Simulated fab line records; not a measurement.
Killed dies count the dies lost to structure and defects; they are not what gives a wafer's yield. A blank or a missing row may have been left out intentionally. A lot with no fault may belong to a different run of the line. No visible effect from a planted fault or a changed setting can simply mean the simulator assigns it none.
2 desks looking at one fault -- flow gf180mcu -- numbers are kept per desk, each desk with only its own; the story behind them comes last

== METROLOGY DESK ==
What the gauges read, lot by lot, whatever tool the lot ran on: means of the sampled wafers that have a number. Any lot whose mean is over 4 standard deviations away from the usual mean is out of limits and marked OUT; that distance is given in the brackets.
Columns: A = PASSIVATION_CVD_02_THK at GF_PASSIVATION_THK_MEAS_03, usual 696 nm
lot,first seen here,A
L152,day 28 05:16,697
L153,day 28 09:02,701
L154,day 29 00:47,706
L155,day 29 07:55,701
L158,day 30 14:31,700
L163,day 31 16:09,573 (-13) OUT
L169,day 33 13:41,689
L170,day 33 19:46,698
L171,day 33 22:18,685
L172,day 34 01:47,697
L174,day 34 08:09,686
This desk's result: L163 out of limits, first on L163 (PASSIVATION_CVD_02_THK at GF_PASSIVATION_THK_MEAS_03), day 31 16:09. Within limits: L152, L153, L154, L155, L158, L169, L170, L171, L172, L174.

== FOR THE TOOL OWNER'S DESK: pecvd-04 ==
The tool's own readings at GF_PASSIVATION_CVD_02 (deposits Si3N4, target thk 700 nm, time 486.18 s): means of the sampled wafers that have a number, for each lot that ran on this tool. Any lot whose mean is over 4 standard deviations away from the usual mean is out of limits and marked OUT; that distance is given in the brackets.
Columns: A = heater-power-w at GF_PASSIVATION_CVD_02, usual 650 W
lot,first seen here,A
L153,day 28 08:44,691
L155,day 29 07:37,638
L158,day 30 14:13,688
L163,day 31 15:52,681
Finding of this desk: none of the 4 lots has anything out of limits.

== PUT TOGETHER ==
Metrology desk: alarm possible at day 31 16:09 on L163.
The desk of the tool owner found nothing out of limits.
Tool owner's desk: L163 on record, inside its limits.
GF_PASSIVATION_CVD_02 was run on pecvd-04 by each of the lots named.

== WHAT THE SIMULATOR HAD PUT IN ==
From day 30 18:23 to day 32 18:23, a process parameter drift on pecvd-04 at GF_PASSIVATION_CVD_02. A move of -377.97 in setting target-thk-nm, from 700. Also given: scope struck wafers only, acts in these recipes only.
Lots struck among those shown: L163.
Delay in hours, fault start to first out-of-limits reading, per desk: metrology desk 22.
